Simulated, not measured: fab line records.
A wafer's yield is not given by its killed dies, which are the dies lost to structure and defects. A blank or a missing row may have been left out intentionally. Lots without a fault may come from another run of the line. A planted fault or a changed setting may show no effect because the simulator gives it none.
Struck lot and sound lot, side by side | flow sky130 | 24 steps out of a route of 708
Sound: these wafers, L770.1, L770.2, L770.4. Wafers struck: L780.2, L780.5, L780.6. The cause comes at the end.
Order at every step that has rows: each side's tool, ch and its chambers, its first start. Under that, the readings that differ: sound wafers | struck wafers | difference of the means | sigmas: that difference in standard deviations of wafers without a fault.
alike: same words and numbers on both sides, and readings whose means sit less than 2 such deviations apart. not compared: any withheld reading, any reading some wafer has no value for, any bound like >300 that may hide the same value, and any number with overlapping values for which the record gives no deviation.
A row with sigmas, a row that says differs or no value, or rows on one side alone: a step with any of these is where the two part. Non-overlapping numbers with no deviation appear without sigmas and do not part them. A reading missing from all wafers of one side parts the sides only when that side holds two or more wafers.

first, 6 steps without rows for these wafers: SKY_PWDE_HMDS_01 (prime time 60 s); SKY_PWDE_COAT_02 (resist thk 3000 nm); SKY_PWDE_SOFTBAKE_03; SKY_PWDE_EXPOSE_04 (exposes mask PWDEM, target cd 840 nm); SKY_PWDE_PEB_05; SKY_PWDE_DEVELOP_06 (develop time 60 s).
SKY_PWDE_OVL_MEAS_07:
  sound on overlay-01 at day 5 05:16; struck on overlay-01 at day 7 17:26
  alike: PWDE_OVL
then, 1 step without rows for these wafers: SKY_PWDE_IMPLANT_08.
SKY_PWDE_STRIP_09: strips in O2/N2.
  sound on plasma_asher-01 ch 0,1, day 5 05:28; struck on plasma_asher-04 ch 0,1, day 7 17:43
  alike: drypump_motor_current_A, oes_product_au, strip_time_to_endpoint_s
  not compared: rf_hours_counter_h
SKY_PWDE_TW_MEAS_10:
  sound on film_metro-04 at day 5 05:34; struck on film_metro-04 at day 7 17:50
  alike: PWDE_TW
then, 2 steps without rows for these wafers: SKY_NWELL_DEHYDRATE_03 (time 60 s); SKY_NWELL_HMDS_04 (prime time 60 s).
SKY_NWELL_COAT_05: resist thk 3000 nm.
  sound on litho_track-03 ch 0, day 5 14:13; struck on litho_track-03 ch 0, day 8 02:17
  reading                                 | sound          | struck         | difference | sigmas
  model.coat_of_NWELL_COAT_05.thk_nm (nm) | 3006 2992 2991 | 1867 1857 1868 | -1132      |
then, 3 steps without rows for these wafers: SKY_NWELL_SOFTBAKE_06; SKY_NWELL_EXPOSE_07 (exposes mask NWM, target cd 840 nm); SKY_NWELL_PEB_08.
SKY_NWELL_DEVELOP_09: develop time 60 s.
  sound: litho_track-03 ch 0; struck: litho_track-04 ch 0
  reading                                 | sound          | struck         | difference | sigmas
  model.coat_of_NWELL_COAT_05.thk_nm (nm) | 3002 2988 2987 | 1863 1853 1863 | -1133      |
SKY_NWELL_OVL_MEAS_10:
  sound on overlay-01 at day 5 23:55; struck on overlay-01 at day 8 12:40
  alike: NWELL_00_OVL
then, 3 steps without rows for these wafers: SKY_NWELL_IMPLANT_11; SKY_NWELL_IMPLANT_12; SKY_NWELL_IMPLANT_13.
SKY_NWELL_STRIP_14: strips in O2/N2.
  sound on plasma_asher-04 ch 0,1, day 6 00:24; struck on plasma_asher-04 ch 0,1, day 8 13:09
  reading                      | sound             | struck            | difference | sigmas
  strip_time_to_endpoint_s (s) | 36.99 36.83 36.81 | 23.78 23.66 23.79 | -13.13     | -99 or more
  alike: drypump_motor_current_A, oes_product_au
  not compared: rf_hours_counter_h
SKY_NWELL_TW_MEAS_15:
  sound on film_metro-03 at day 6 00:30; struck on film_metro-03 at day 8 13:16
  alike: NWELL_TW
-- the record jumps here: 41 days lie between the struck wafers' starts before and after (it left off in module NWELL and takes up again in module PAD_OPEN, whose first step shown is number 708 of the route) --
SKY_PAD_OPEN_PROBE_99:
  sound on prober-02 at day 47 04:11; struck on prober-02 at day 49 14:25
  reading                                     | sound                         | struck                        | difference | sigmas
  model.etest.pfet_16v.r_on_ohm_um            | 1.514e+04 1.548e+04 1.538e+04 | 1.599e+04 1.607e+04 1.593e+04 | +6.633e+02 |
  model.etest.nfet_16v.r_on_ohm_um            | 1.4e+04 1.419e+04 1.426e+04   | 1.335e+04 1.343e+04 1.35e+04  | -7.233e+02 |
  model.etest.res_nwell.width_nm (nm)         | 855.6 853.5 854               | 918.9 928.2 920.2             | +68.1      |
  model.etest.res_iso_pwell.width_nm (nm)     | 2638 2607 2626                | 2589 2576 2579                | -42        |
  model.etest.pfet_16v.drive_ua_um            | 246.5 241.3 242               | 226.7 226.2 229.2             | -15.9      |
  model.etest.iso_nwell_nwell.leak_log10_a_um | -13.23 -13.16 -13.35          | -13.62 -13.39 -13.71          | -0.33      |
  alike: killed_at_M0_to_M3, killed_at_M4_up, killed_at_contacts, killed_at_front_end, killed_at_other, killed_dies, killed_open, killed_short
  not compared: model.etest.res_nwell.line_ohm_um

## WHERE THEY PART
Only at SKY_NWELL_STRIP_14, within this record. Later steps at which nothing parts them and some readings are alike: SKY_NWELL_TW_MEAS_15, SKY_PAD_OPEN_PROBE_99.

WHY: whatever the simulator had introduced
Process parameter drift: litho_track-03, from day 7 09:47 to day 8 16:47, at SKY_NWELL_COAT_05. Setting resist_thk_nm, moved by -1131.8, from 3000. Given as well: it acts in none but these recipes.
